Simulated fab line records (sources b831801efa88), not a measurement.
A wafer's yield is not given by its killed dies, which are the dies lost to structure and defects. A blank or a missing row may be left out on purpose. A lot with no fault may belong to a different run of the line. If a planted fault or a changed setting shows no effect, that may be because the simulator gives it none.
A lot that was struck, set against a sound lot | flow sfq line | 41 steps out of a route of 325
Sound: wafers L556.1, L556.2, L556.3. Struck: wafer L566.1. (L566.2, L566.6 of the same lot were not struck and are left out.) The cause comes at the end.
Each step with rows lists, per side, the tool, then ch with its chambers, then its first start. Under that, the readings that differ: sound wafers | struck wafers | difference of the means | sigmas: that difference in standard deviations of wafers without a fault.
alike: readings with means less than 2 such deviations apart, plus words and numbers identical on both sides. not compared: withheld readings, readings lacking a value on some wafer, bounds such as >300 that could conceal the same value, and numbers that have no deviation in the record and whose values overlap.
Wherever a step has rows on one side only, a row that says differs or no value, or a row with sigmas, the two part there. Non-overlapping numbers with no deviation appear without sigmas and do not part them. A reading missing from all wafers of one side parts the sides only when that side holds two or more wafers.

first, 6 steps without rows for these wafers: SFQ_TRILAYER_L0_VIA_LITHO_COAT_018 (resist thk 62 nm); SFQ_TRILAYER_L0_VIA_LITHO_COAT_013 (resist thk 650 nm); SFQ_TRILAYER_L0_VIA_LITHO_SOFTBAKE_017; SFQ_TRILAYER_L0_VIA_LITHO_EXPOSE_014 (exposes mask L0V, target cd 700 nm); SFQ_TRILAYER_L0_VIA_LITHO_PEB_016 (peb time 60 s); SFQ_TRILAYER_L0_VIA_LITHO_DEVELOP_015 (time 60 s).
SFQ_L0V_OVL_MEAS_903:
  struck on overlay-02, day 9 12:59; sound on overlay-02, day 7 00:19
  alike: L0V_OVL
then, 1 step without rows for these wafers: SFQ_TRILAYER_L0_VIA_BARC_OPEN_VIA_ETCH_021 (etches BARC in O2, target depth 125 nm, time 41.7 s).
SFQ_TRILAYER_L0_VIA_ETCH_VIA_ETCH_016: etches SiO2 in CHF3, stops on MoNx KI, target depth 80 nm.
  sound on rie diel-03 ch 0,1,2, day 7 00:23; struck on rie diel-02 ch 1, day 9 13:04
  alike: bias w, drypump motor current A, oes product au
then, 3 steps without rows for these wafers: SFQ_TRILAYER_L0_VIA_STRIP_STRIP_017 (strips in O2); SFQ_TRILAYER_L0_VIA_STRIP_SOLV_CLEAN_018 (cleans in NMP, time 600 s); SFQ_TRILAYER_M0_DEP_PRE_CLEAN_020 (time 15 s).
SFQ_TRILAYER_M0_DEP_SPUTTER_019: material Nb, target thk 200 nm, time 133.3 s.
  struck on pvd sputter-04, day 9 13:55; sound on pvd sputter-04, day 7 01:14
  reading                                             | sound           | struck | difference | sigmas
  model.Nb_of_TRILAYER_M0_DEP_SPUTTER_019.thk nm (nm) | 199.7 199.9 201 | 147.9  | -52.3      |
  alike: chamber pressure pa, substrate temp c, throttle valve pct
SFQ_M0_RS_MEAS_904: the measuring method here is four-point-probe.
  struck on film metro-01, day 9 14:17; sound on film metro-04, day 7 01:20
  reading           | sound             | struck | difference | sigmas
  M0_NB_RS (ohm/sq) | 0.892 0.891 0.886 | 1.208  | +0.318     | +36
  not compared: hold
then, 5 steps without rows for these wafers: SFQ_TRILAYER_M0_LITHO_COAT_021 (resist thk 600 nm); SFQ_TRILAYER_M0_LITHO_SOFTBAKE_025; SFQ_TRILAYER_M0_LITHO_EXPOSE_022 (exposes mask M0, target cd 500 nm); SFQ_TRILAYER_M0_LITHO_PEB_024 (peb time 60 s); SFQ_TRILAYER_M0_LITHO_DEVELOP_023 (time 60 s).
-- the record jumps here: 5 days lie between the struck wafers' starts before and after --
SFQ_M0_OVL_MEAS_906:
  struck on overlay-02, day 14 04:23; sound on overlay-02, day 10 23:47
  alike: M0_OVL
SFQ_TRILAYER_M0_BARC_OPEN_METAL_ETCH_031: etches BARC in O2, target depth 125 nm, time 41.7 s.
  sound on rie metal-01 ch 0,1, day 10 23:50; struck on rie metal-04 ch 0, day 14 04:25
  reading                     | sound             | struck | difference | sigmas
  bias w (W)                  | 80.04 80.72 80.12 | 79.36  | -0.93      | -4
  drypump motor current A (A) | 5.4 5.6 5.4       | 6.5    | +1.0       | +3
  alike: oes product au
  not compared: rf hours counter h
SFQ_TRILAYER_M0_ETCH_METAL_ETCH_024: etches Nb in Cl2/Ar, stops on SiO2, target depth 240 nm, time 120 s.
  sound on rie metal-01 ch 0,1, day 10 23:53; struck on rie metal-04 ch 0, day 14 04:29
  reading                     | sound             | struck | difference | sigmas
  drypump motor current A (A) | 5.3 5.6 5.4       | 6.5    | +1.1       | +3
  oes product au (a.u.)       | 0.881 0.892 0.891 | 0.753  | -0.135     | -20
  alike: bias w
  not compared: rf hours counter h
SFQ_TRILAYER_M0_STRIP_STRIP_025: strips in O2.
  sound on rie metal-01 ch 0,1, day 11 00:01; struck on rie metal-04 ch 0, day 14 04:37
  reading                     | sound       | struck | difference | sigmas
  drypump motor current A (A) | 5.4 5.6 5.3 | 6.5    | +1.1       | +3
  alike: oes product au
  not compared: rf hours counter h
then, 1 step without rows for these wafers: SFQ_TRILAYER_M0_STRIP_SOLV_CLEAN_026 (cleans in NMP, time 600 s).
SFQ_TRILAYER_I0_DEP_PECVD_027: deposits SiO2 from SiH4/N2O, time 111.11 s, target thk 500 nm.
  sound on pecvd-01 ch 0,1,2, day 11 00:47; struck on pecvd-02 ch 2, day 14 05:23
  alike: heater power w, throttle valve pct
SFQ_TRILAYER_I0_CMP_CMP_028: polishes SiO2.
  sound on cmp-01 ch 0,2,3, day 11 03:57; struck on cmp-02 ch 0, day 14 14:32
  alike: motor current A, time to endpoint s
SFQ_I0_BOW_MEAS_907:
  struck on film metro-04, day 14 17:02; sound on film metro-02, day 11 06:27
  alike: I0_BOW
then, 7 steps without rows for these wafers: SFQ_TRILAYER_I0_METRO_MEASURE_029; SFQ_TRILAYER_I0_VIA_LITHO_COAT_036 (resist thk 62 nm); SFQ_TRILAYER_I0_VIA_LITHO_COAT_031 (resist thk 650 nm); SFQ_TRILAYER_I0_VIA_LITHO_SOFTBAKE_035; SFQ_TRILAYER_I0_VIA_LITHO_EXPOSE_032 (exposes mask I0, target cd 500 nm); SFQ_TRILAYER_I0_VIA_LITHO_PEB_034 (peb time 60 s); SFQ_TRILAYER_I0_VIA_LITHO_DEVELOP_033 (time 60 s).
-- the record jumps here: 6 days lie between the struck wafers' starts before and after --
SFQ_I0_OVL_MEAS_908:
  struck on overlay-02, day 20 07:12; sound on overlay-01, day 16 04:23
  reading     | sound | struck | difference | sigmas
  I0_OVL (nm) | 9 4 0 | -6     | -10        | -2
then, 5 steps without rows for these wafers: SFQ_TRILAYER_I0_VIA_BARC_OPEN_VIA_ETCH_046 (etches BARC in O2, target depth 125 nm, time 41.7 s); SFQ_TRILAYER_I0_VIA_ETCH_VIA_ETCH_034 (etches SiO2 in CHF3, stops on Nb, target depth 260 nm); SFQ_TRILAYER_I0_VIA_STRIP_STRIP_035 (strips in O2); SFQ_TRILAYER_I0_VIA_STRIP_SOLV_CLEAN_036 (cleans in NMP, time 600 s); SFQ_TRILAYER_M1_DEP_PRE_CLEAN_038 (time 22.5 s).
-- the record jumps here: 70 days lie between the struck wafers' starts before and after --
SFQ_M8_BOW_MEAS_951:
  struck on film metro-04, day 89 21:24; sound on film metro-02, day 82 09:19
  reading                 | sound                | struck | difference | sigmas
  model.etest.m0.ohm um   | 1.781 1.775 1.771    | 2.395  | +0.619     |
  model.etest.i0.link ohm | 1.967 1.964 1.962    | 2.273  | +0.309     |
  model.etest.m0.ohm sq   | 0.8907 0.8898 0.8845 | 1.202  | +0.314     |
  alike: M8_BOW

WHERE THEY PART
Earliest at SFQ_M0_RS_MEAS_904; latest, in this record, at SFQ_I0_OVL_MEAS_908. Later steps at which nothing parts them and some readings are alike: SFQ_M8_BOW_MEAS_951.

WHY: whatever the simulator had introduced
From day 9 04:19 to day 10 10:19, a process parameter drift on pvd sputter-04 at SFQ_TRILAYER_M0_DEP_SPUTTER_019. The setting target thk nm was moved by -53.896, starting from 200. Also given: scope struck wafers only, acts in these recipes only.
